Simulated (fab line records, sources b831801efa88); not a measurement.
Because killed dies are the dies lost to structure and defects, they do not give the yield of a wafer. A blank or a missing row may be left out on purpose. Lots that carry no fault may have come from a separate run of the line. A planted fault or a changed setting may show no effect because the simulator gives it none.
fab line records + flow sky130
record:
- lots: 6
- wafers: 18
- last-day: 49
route steps=708 shown LDD_LDN@302 SPACER@304 POLY_CUT@307 PAD_OPEN@708
lots untouched by any fault: they come from a run of this same line in which no faults occurred
start-h: hours from the record's opening day to when the first of the lot's shown wafers began + wait-h: how many hours have passed since the lot's step before this one + " as in the row above + L1.1+2: several wafers, shown together as one row + - no value present, or no start provided + * or withheld: withheld + < > ~ a bound
route shown NAME@n: names a module that has steps shown in the file, with the first one's number in the route + usual: average and standard deviation across the fault-free wafers + same: alike in all rows + chamber/n: place in a boat + sites: the reading at each site + _std_site: standard deviation of those values + _edge_site: outer sites' mean less inner sites' + radius-mm: how far each site lies from the wafer's centre + mask NAME#n: copy n + behind: tool/chamber where the wafer was last shaped + hold: why the lot was held/for how many hours/how that ended + device: which transistor (n, p or np) failed to switch + end of line: tests of these same wafers at the route's end + for a step that has no rows: nothing shown but its recipe + killed: dies that structure and defects cost at the first sort, which is not the same as the wafer's yield + map: dies across one wafer; x = killed, . = not, _ = none there
set.NAME: the setting as run; set.NAME@STEP: as run at that earlier step + model.NAME: the simulator's own value behind a step, which no gauge read
a table for each step, a row for each wafer; lots at some steps of the route
services: a tool's chamber out of use, with start hour (start-h, from the record's first day; less than 0 if before it), hours out, and reason
== steps ==
step: SKY_LDD_LDN_TW_MEAS_13
usual:
- LDD_LDN_TW: 1489/6.6
| lot.wafer | tool          | chamber | start-h | wait-h | LDD_LDN_TW |
|-----------|---------------|---------|---------|--------|------------|
| L726.1    | film-metro-03 | -       | 530.61  | 0.1    | 1494       |
| L726.2    | "             | -       | "       | "      | 1491       |
| L726.6    | "             | -       | "       | "      | 1488       |
| L732.1    | film-metro-03 | -       | 595.15  | 0.1    | 1500       |
| L732.4    | "             | -       | "       | "      | 1493       |
| L732.5    | "             | -       | "       | "      | 1487       |
| L739.1    | film-metro-04 | -       | 657.40  | 0.1    | 1479       |
| L739.3    | "             | -       | "       | "      | 1478       |
| L739.4    | "             | -       | "       | "      | 1480       |
| L740.1    | film-metro-01 | -       | 665.20  | 0.1    | 1488       |
| L740.4    | "             | -       | "       | "      | 1490       |
| L740.6    | "             | -       | "       | "      | 1497       |
| L741.1    | film-metro-03 | -       | 665.50  | 0.1    | 1492       |
| L741.3    | "             | -       | "       | "      | 1494       |
| L741.6    | "             | -       | "       | "      | 1499       |
| L743.3    | film-metro-04 | -       | 672.41  | 0.1    | 1493       |
| L743.5    | "             | -       | "       | "      | 1478       |
| L743.6    | "             | -       | "       | "      | 1488       |
step: SKY_LDD_LDN_CLEAN_14
recipe:
- chemistry: SC1/SC2
- mix: 1:4:20
- temp-c: 70
- time-s: 150
- dry: n2-spin
step: SKY_SPACER_CVD_00
recipe:
- material: Si3N4
- precursor: DCS/NH3
- target-thk-nm: 43.1
- temp-c: 770
- time-s: 740
- pressure-mtorr: 250
step: SKY_SPACER_THK_MEAS_01
recipe:
- reads: Si3N4_of_SPACER_CVD_00
usual:
- SPACER_CVD_00_THK: 43.1/0.39
| lot.wafer | tool          | chamber | start-h | wait-h | SPACER_CVD_00_THK[nm] |
|-----------|---------------|---------|---------|--------|-----------------------|
| L726.1    | film-metro-04 | -       | 531.92  | 0.0    | 43.7                  |
| L726.2    | "             | -       | "       | "      | 43.4                  |
| L726.6    | "             | -       | "       | "      | 43.6                  |
| L732.1    | film-metro-04 | -       | 596.47  | 0.0    | 42.7                  |
| L732.4    | "             | -       | "       | "      | 43.2                  |
| L732.5    | "             | -       | "       | "      | 43.0                  |
| L739.1    | film-metro-02 | -       | 659.91  | 0.0    | 43.0                  |
| L739.3    | "             | -       | "       | "      | 43.2                  |
| L739.4    | "             | -       | "       | "      | 43.0                  |
| L740.1    | film-metro-02 | -       | 666.52  | 0.0    | 43.7                  |
| L740.4    | "             | -       | "       | "      | 43.8                  |
| L740.6    | "             | -       | "       | "      | 43.7                  |
| L741.1    | film-metro-02 | -       | 667.72  | 0.0    | 42.5                  |
| L741.3    | "             | -       | "       | "      | 42.7                  |
| L741.6    | "             | -       | "       | "      | 42.3                  |
| L743.3    | film-metro-02 | -       | 673.74  | 0.0    | 42.9                  |
| L743.5    | "             | -       | "       | "      | 42.3                  |
| L743.6    | "             | -       | "       | "      | 42.6                  |
step: SKY_SPACER_ETCHBACK_02
recipe:
- chemistry: CH3F/O2
- target: Si3N4
- stop-on: SiO2
- source-w: 400
- bias-w: 80
- pressure-mtorr: 25
- ch3f-flow-sccm: 40
- O2_flow_sccm: 30
- time-s: 46.7
- target-depth-a: 450
usual:
- drypump-motor-current-A: 5.8/0.44
- oes-product-au: 0.855/0.0068
- throttle-valve-pct: 10.562/0.0089
| lot.wafer | tool        | chamber | start-h | wait-h | drypump-motor-current-A | oes-product-au | rf-hours-counter-h | throttle-valve-pct |
|-----------|-------------|---------|---------|--------|-------------------------|----------------|--------------------|--------------------|
| L726.1    | rie-diel-02 | 0       | 531.98  | 0.1    | 5.9                     | 0.864          | 9                  | 10.569             |
| L726.2    | "           | 3       | "       | "      | 6.3                     | 0.853          | 6                  | 10.564             |
| L726.6    | "           | 3       | "       | "      | 6.3                     | 0.854          | -                  | 10.561             |
| L732.1    | rie-diel-04 | 1       | 596.53  | 0.1    | 5.9                     | 0.849          | 39                 | 10.557             |
| L732.4    | "           | 0       | "       | "      | 6.4                     | 0.861          | 5                  | 10.586             |
| L732.5    | "           | 2       | "       | "      | 6.0                     | 0.860          | -                  | 10.549             |
| L739.1    | rie-diel-01 | 2       | 659.97  | 0.1    | 5.4                     | 0.845          | 3                  | 10.554             |
| L739.3    | "           | 0       | "       | "      | 6.4                     | 0.855          | 11                 | 10.555             |
| L739.4    | "           | 1       | "       | "      | 5.3                     | 0.852          | 9                  | 10.577             |
| L740.1    | rie-diel-04 | 1       | 666.58  | 0.1    | 5.9                     | 0.862          | 40                 | 10.564             |
| L740.4    | "           | 3       | "       | "      | 5.7                     | 0.858          | 41                 | 10.561             |
| L740.6    | "           | 3       | "       | "      | 5.7                     | 0.857          | -                  | 10.558             |
| L741.1    | rie-diel-01 | 0       | 667.78  | 0.1    | 6.5                     | 0.843          | 11                 | 10.564             |
| L741.3    | "           | 1       | "       | "      | 5.3                     | 0.853          | 9                  | 10.574             |
| L741.6    | "           | 1       | "       | "      | 5.3                     | 0.849          | -                  | 10.549             |
| L743.3    | rie-diel-04 | 2       | 673.78  | 0.0    | 5.9                     | 0.852          | 2                  | 10.565             |
| L743.5    | "           | 1       | "       | "      | 5.9                     | 0.844          | -                  | 10.565             |
| L743.6    | "           | 0       | "       | "      | 6.4                     | 0.851          | -                  | 10.553             |
step: SKY_POLY_CUT_DEHYDRATE_00
recipe:
- temp-c: 200
- time-s: 60
step: SKY_POLY_CUT_HMDS_01
recipe:
- prime-time-s: 60
- prime-temp-c: 120
step: SKY_POLY_CUT_COAT_02
recipe:
- resist: BARC
- temp-c: withheld
- time-s: withheld
- spin-rpm: 3000
- resist-thk-nm: 60
step: SKY_POLY_CUT_COAT_03
recipe:
- resist: KrF-thick
- spin-rpm: 3000
- resist-thk-nm: 450
step: SKY_POLY_CUT_SOFTBAKE_04
recipe:
- temp-c: 100
- time-s: 90
- resist: KrF-thick
step: SKY_POLY_CUT_EXPOSE_05
recipe:
- mask-id: NPCM
- na: 0.8
- source-shape: annular
- sigma-inner: 0.55
- sigma-outer: 0.85
- target-cd-nm: 270
- dose-mj: 32
step: SKY_POLY_CUT_PEB_06
recipe:
- peb-temp-c: withheld
- peb-time-s: withheld
- resist: KrF-thick
step: SKY_POLY_CUT_DEVELOP_07
recipe:
- develop-time-s: 60
- resist: KrF-thick
- dev-temp-c: 21
usual:
- developer-temp-C: 20.99/0.11
- exhaust-pa: 45.1/0.78
same:
- develop-time-s: 60
| lot.wafer | tool           | chamber | start-h | wait-h | developer-temp-C | exhaust-pa |
|-----------|----------------|---------|---------|--------|------------------|------------|
| L726.1    | litho-track-03 | 0       | 561     | -      | 20.95            | 44.0       |
| L726.2    | "              | 0       | "       | "      | 20.94            | 45.0       |
| L726.6    | "              | 0       | "       | "      | 21.04            | 46.7       |
| L732.1    | litho-track-02 | 0       | 625     | -      | 20.82            | 44.1       |
| L732.4    | "              | 0       | "       | "      | 20.97            | 45.0       |
| L732.5    | "              | 0       | "       | "      | 21.03            | 44.1       |
| L739.1    | litho-track-01 | 0       | 689     | -      | 21.07            | 45.2       |
| L739.3    | "              | 0       | "       | "      | 21.06            | 45.3       |
| L739.4    | "              | 0       | "       | "      | 21.03            | 46.1       |
| L740.1    | litho-track-03 | 0       | 695     | -      | 20.17            | 45.2       |
| L740.4    | "              | 0       | "       | "      | 20.09            | 44.5       |
| L740.6    | "              | 0       | "       | "      | 20.08            | 45.0       |
| L741.1    | litho-track-03 | 0       | 696     | -      | 19.97            | 45.3       |
| L741.3    | "              | 0       | "       | "      | 19.94            | 44.5       |
| L741.6    | "              | 0       | "       | "      | 19.88            | 45.5       |
| L743.3    | litho-track-02 | 0       | 703     | -      | 21.19            | 46.9       |
| L743.5    | "              | 0       | "       | "      | 21.04            | 45.8       |
| L743.6    | "              | 0       | "       | "      | 21.16            | 46.8       |
step: SKY_POLY_CUT_CD_MEAS_08
recipe:
- target-cd-nm: 270
usual:
- cd-nm: 269.7/1.3
| lot.wafer | tool      | chamber | start-h | wait-h | cd-nm |
|-----------|-----------|---------|---------|--------|-------|
| L726.1    | cd-sem-02 | -       | 561.88  | -      | 269.8 |
| L726.2    | "         | -       | "       | "      | 269.3 |
| L726.6    | "         | -       | "       | "      | 269.2 |
| L732.1    | cd-sem-01 | -       | 626.02  | -      | 271.0 |
| L732.4    | "         | -       | "       | "      | 270.8 |
| L732.5    | "         | -       | "       | "      | 269.7 |
| L739.1    | cd-sem-02 | -       | 689.61  | -      | 267.8 |
| L739.3    | "         | -       | "       | "      | 268.7 |
| L739.4    | "         | -       | "       | "      | 267.9 |
| L740.1    | cd-sem-02 | -       | 695.68  | -      | 269.1 |
| L740.4    | "         | -       | "       | "      | 270.1 |
| L740.6    | "         | -       | "       | "      | 269.8 |
| L741.1    | cd-sem-02 | -       | 696.63  | -      | 266.3 |
| L741.3    | "         | -       | "       | "      | 267.3 |
| L741.6    | "         | -       | "       | "      | 266.2 |
| L743.3    | cd-sem-02 | -       | 703.41  | -      | 269.3 |
| L743.5    | "         | -       | "       | "      | 270.7 |
| L743.6    | "         | -       | "       | "      | 271.1 |
step: SKY_PAD_OPEN_PROBE_99
usual:
- killed_at_M0_to_M3: 44/7.1
- killed_at_M4_up: 3.3/1.8
- killed-at-contacts: 24/5.1
- killed-at-front-end: 16/4.7
- killed-at-other: 0.3/0.52
- killed-dies: 87/9.7
- killed-open: 47/6.8
- killed-short: 39/6.7
same:
- gross-dies: 492
- killed-at-back-side: 0
| lot.wafer | tool      | chamber | start-h | wait-h | killed_at_M0_to_M3 | killed_at_M4_up | killed-at-contacts | killed-at-front-end | killed-at-other | killed-dies | killed-open | killed-short |
|-----------|-----------|---------|---------|--------|--------------------|-----------------|--------------------|---------------------|-----------------|-------------|-------------|--------------|
| L726.1    | prober-01 | -       | 1081.75 | 0.1    | 43                 | 3               | 25                 | 18                  | 0               | 89          | 44          | 45           |
| L726.2    | prober-01 | -       | 1081.80 | 0.1    | 40                 | 5               | 23                 | 17                  | 0               | 85          | 56          | 29           |
| L726.6    | prober-01 | -       | 1082.00 | 0.2    | 32                 | 3               | 21                 | 15                  | 1               | 72          | 39          | 33           |
| L732.1    | prober-01 | -       | 1123.96 | 0.1    | 38                 | 5               | 31                 | 16                  | 1               | 91          | 48          | 43           |
| L732.4    | prober-01 | -       | 1124.11 | 0.2    | 51                 | 1               | 25                 | 13                  | 0               | 90          | 56          | 34           |
| L732.5    | prober-01 | -       | 1124.16 | 0.2    | 46                 | 3               | 24                 | 31                  | 2               | 106         | 53          | 51           |
| L739.1    | prober-02 | -       | 1166.34 | 0.1    | 46                 | 4               | 23                 | 17                  | 0               | 90          | 52          | 36           |
| L739.3    | prober-02 | -       | 1166.44 | 0.2    | 61                 | 2               | 20                 | 15                  | 0               | 98          | 51          | 45           |
| L739.4    | prober-02 | -       | 1166.49 | 0.2    | 44                 | 2               | 26                 | 19                  | 0               | 91          | 41          | 50           |
| L740.1    | prober-02 | -       | 1168.74 | 0.1    | 44                 | 3               | 25                 | 21                  | 0               | 93          | 50          | 41           |
| L740.4    | prober-02 | -       | 1168.89 | 0.2    | 39                 | 2               | 30                 | 19                  | 0               | 90          | 49          | 39           |
| L740.6    | prober-02 | -       | 1168.99 | 0.2    | 42                 | 3               | 34                 | 15                  | 1               | 95          | 61          | 34           |
| L741.1    | prober-01 | -       | 1171.47 | 0.1    | 46                 | 5               | 25                 | 14                  | 0               | 90          | 55          | 35           |
| L741.3    | prober-01 | -       | 1171.57 | 0.2    | 45                 | 3               | 31                 | 12                  | 1               | 92          | 51          | 41           |
| L741.6    | prober-01 | -       | 1171.72 | 0.2    | 52                 | 8               | 14                 | 10                  | 0               | 84          | 42          | 42           |
| L743.3    | prober-02 | -       | 1172.57 | 0.2    | 39                 | 3               | 32                 | 14                  | 0               | 88          | 45          | 43           |
| L743.5    | prober-02 | -       | 1172.67 | 0.2    | 33                 | 2               | 15                 | 14                  | 0               | 64          | 42          | 22           |
| L743.6    | prober-02 | -       | 1172.72 | 0.2    | 43                 | 2               | 21                 | 14                  | 0               | 80          | 41          | 39           |
killed by level:class
L726.1 VIA1:geometric-particle:open=9 CONTACT:geometric-particle:open=8 CONTACT:geometric-particle:short=7 VIA1:geometric-particle:short=7 FIELD_ISO:geometric-particle:short=6 VIA3:geometric-particle:open=6 VIA2:geometric-particle:open=5 POLY_GATE:geometric-particle:open=4
L726.2 VIA2:geometric-particle:open=11 VIA1:geometric-particle:open=9 CONTACT:geometric-particle:open=8 LI_CONTACT:geometric-particle:open=7 METAL1:geometric-particle:short=5 FIELD_ISO:geometric-particle:open=4 POLY_GATE:geometric-particle:open=4 LI_CONTACT:geometric-particle:short=3
L726.6 CONTACT:geometric-particle:open=12 VIA1:geometric-particle:open=7 VIA1:geometric-particle:short=6 SPACER:geometric-particle:open=4 LI_CONTACT:geometric-particle:open=4 METAL1:geometric-particle:short=4 VIA2:geometric-particle:open=3 VIA3:geometric-particle:open=3
L732.1 VIA1:geometric-particle:open=8 CONTACT:geometric-particle:open=8 LOCAL_INTERCONNECT:geometric-particle:short=7 VIA3:geometric-particle:open=6 LI_CONTACT:geometric-particle:short=5 LI_CONTACT:geometric-particle:open=5 VIA1:geometric-particle:short=5 FIELD_ISO:geometric-particle:open=4
L732.4 VIA1:geometric-particle:open=17 VIA2:geometric-particle:open=13 CONTACT:geometric-particle:open=7 LI_CONTACT:geometric-particle:open=5 LOCAL_INTERCONNECT:geometric-particle:short=5 LI_CONTACT:geometric-particle:short=4 METAL1:geometric-particle:short=4 VIA1:geometric-particle:short=4
L732.5 FIELD_ISO:geometric-particle:open=11 METAL2:geometric-particle:short=8 VIA1:geometric-particle:open=8 VIA2:geometric-particle:open=8 CONTACT:geometric-particle:short=7 LI_CONTACT:geometric-particle:open=6 CONTACT:geometric-particle:open=6 FIELD_ISO:geometric-particle:short=5
L739.1 VIA1:geometric-particle:open=12 CONTACT:geometric-particle:open=10 LI_CONTACT:geometric-particle:open=7 VIA1:geometric-particle:short=6 FIELD_ISO:geometric-particle:open=5 METAL1:geometric-particle:short=4 METAL2:geometric-particle:short=4 VIA2:geometric-particle:open=4
L739.3 VIA1:geometric-particle:open=16 VIA3:geometric-particle:open=10 LI_CONTACT:geometric-particle:short=7 VIA1:geometric-particle:short=7 METAL2:geometric-particle:short=7 LI_CONTACT:geometric-particle:open=6 FIELD_ISO:geometric-particle:short=4 VIA2:geometric-particle:open=4
L739.4 VIA1:geometric-particle:open=10 CONTACT:geometric-particle:open=7 VIA1:geometric-particle:short=7 LOCAL_INTERCONNECT:geometric-particle:short=6 FIELD_ISO:geometric-particle:short=5 LI_CONTACT:geometric-particle:short=5 VIA3:geometric-particle:open=5 FIELD_ISO:geometric-particle:open=4
L740.1 VIA1:geometric-particle:open=16 CONTACT:geometric-particle:open=11 POLY_GATE:geometric-particle:short=8 METAL2:geometric-particle:short=7 VIA3:geometric-particle:open=6 LI_CONTACT:geometric-particle:open=5 POLY_GATE:geometric-particle:open=4 CONTACT:geometric-particle:short=4
L740.4 CONTACT:geometric-particle:open=13 METAL2:geometric-particle:short=12 LI_CONTACT:geometric-particle:open=9 VIA1:geometric-particle:open=7 VIA2:geometric-particle:open=6 LOCAL_INTERCONNECT:geometric-particle:short=4 FIELD_ISO:geometric-particle:short=3 FIELD_ISO:geometric-particle:open=3
L740.6 VIA1:geometric-particle:open=16 CONTACT:geometric-particle:open=15 LI_CONTACT:geometric-particle:open=11 VIA3:geometric-particle:open=6 CONTACT:geometric-particle:short=5 FIELD_ISO:geometric-particle:short=4 POLY_GATE:geometric-particle:short=4 METAL2:geometric-particle:short=4
L741.1 LI_CONTACT:geometric-particle:open=11 VIA1:geometric-particle:open=10 VIA2:geometric-particle:open=9 CONTACT:geometric-particle:open=7 POLY_GATE:geometric-particle:open=5 LOCAL_INTERCONNECT:geometric-particle:short=5 METAL2:geometric-particle:short=5 VIA1:geometric-particle:short=5
L741.3 LI_CONTACT:geometric-particle:open=14 VIA1:geometric-particle:open=14 CONTACT:geometric-particle:open=8 CONTACT:geometric-particle:short=7 METAL1:geometric-particle:short=7 VIA3:geometric-particle:open=6 METAL2:geometric-particle:short=5 VIA3:geometric-particle:short=4
L741.6 VIA1:geometric-particle:open=9 METAL1:geometric-particle:short=7 VIA2:geometric-particle:open=7 LI_CONTACT:geometric-particle:open=6 VIA1:geometric-particle:short=6 VIA3:geometric-particle:open=5 FIELD_ISO:geometric-particle:short=4 METAL1:geometric-particle:open=4
L743.3 VIA1:geometric-particle:open=10 LI_CONTACT:geometric-particle:open=8 CONTACT:geometric-particle:short=8 LI_CONTACT:geometric-particle:short=7 CONTACT:geometric-particle:open=5 VIA1:geometric-particle:short=5 METAL2:geometric-particle:short=5 POLY_GATE:geometric-particle:short=4
L743.5 VIA1:geometric-particle:open=7 VIA3:geometric-particle:open=7 CONTACT:geometric-particle:open=6 VIA2:geometric-particle:open=6 FIELD_ISO:geometric-particle:open=4 LI_CONTACT:geometric-particle:open=4 FIELD_ISO:geometric-particle:short=3 POLY_GATE:geometric-particle:short=3
L743.6 VIA1:geometric-particle:open=10 VIA1:geometric-particle:short=9 VIA2:geometric-particle:open=9 CONTACT:geometric-particle:open=7 LOCAL_INTERCONNECT:geometric-particle:short=5 FIELD_ISO:geometric-particle:short=4 CONTACT:geometric-particle:short=4 VIA3:geometric-particle:open=4
== services ==
| tool        | chamber | start-h | hours | kind           |
|-------------|---------|---------|-------|----------------|
| rie-diel-04 | 1       | 523.77  | 17.8  | repair         |
| rie-diel-01 | 0       | 525.04  | 7.7   | repair         |
| rie-diel-04 | -       | 530.10  | 0.6   | repair         |
| rie-diel-02 | -       | 533.90  | 2.3   | repair         |
| rie-diel-01 | 3       | 545.20  | 2.7   | repair         |
| rie-diel-04 | 2       | 557.98  | -     | clean          |
| rie-diel-04 | 2       | 557.98  | 10.8  | scheduled-down |
| rie-diel-04 | 2       | 557.98  | 10.8  | vent-cycle     |
| rie-diel-01 | 0       | 558.89  | 25.0  | repair         |
| rie-diel-04 | 3       | 559.04  | 4.5   | repair         |
| rie-diel-01 | 3       | 570.65  | 4.5   | repair         |
| rie-diel-04 | 1       | 582.78  | 12.4  | repair         |
| rie-diel-04 | 3       | 604.39  | 2.6   | repair         |
| rie-diel-01 | -       | 612.73  | 14.6  | pm             |
| rie-diel-04 | -       | 647.88  | 6.1   | repair         |
| rie-diel-02 | -       | 651.52  | 1.9   | repair         |
| rie-diel-02 | 2       | 653.47  | -     | clean          |
| rie-diel-02 | 2       | 653.47  | 26.7  | scheduled-down |
| rie-diel-02 | 2       | 653.47  | 26.7  | vent-cycle     |
| rie-diel-02 | -       | 655.44  | 0.6   | repair         |
| rie-diel-02 | 3       | 688.98  | 4.5   | repair         |
== key ==
first-sign:
- step: SKY_POLY_CUT_DEVELOP_07
- reading: developer-temp-C
- direction: down
- sigmas: 8.9
- usual: *
- struck: *
effect none on later readings
met-at SKY_POLY_CUT_DEVELOP_07
struck-wafers L740.1,L740.4,L740.6,L741.1,L741.3,L741.6
tester-left-out L740,L741
onset-between 561 695
fault:
- kind: process-parameter-drift
- tool: litho-track-03
- chamber: -
- onset-h: 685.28
- steps: SKY_POLY_CUT_DEVELOP_07
- channel: dev-temp-c
- offset: *
- shape: step
- end-h: 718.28
- acts-in: *
- stated: *
tester-left-out: of these lots the tester's yield and bins aren't shown, on N5 and GAA mostly nor the transistor test; their killed dies are dies lost to structure and defects alone, not to doping, threshold or leakage, so they don't give the yield
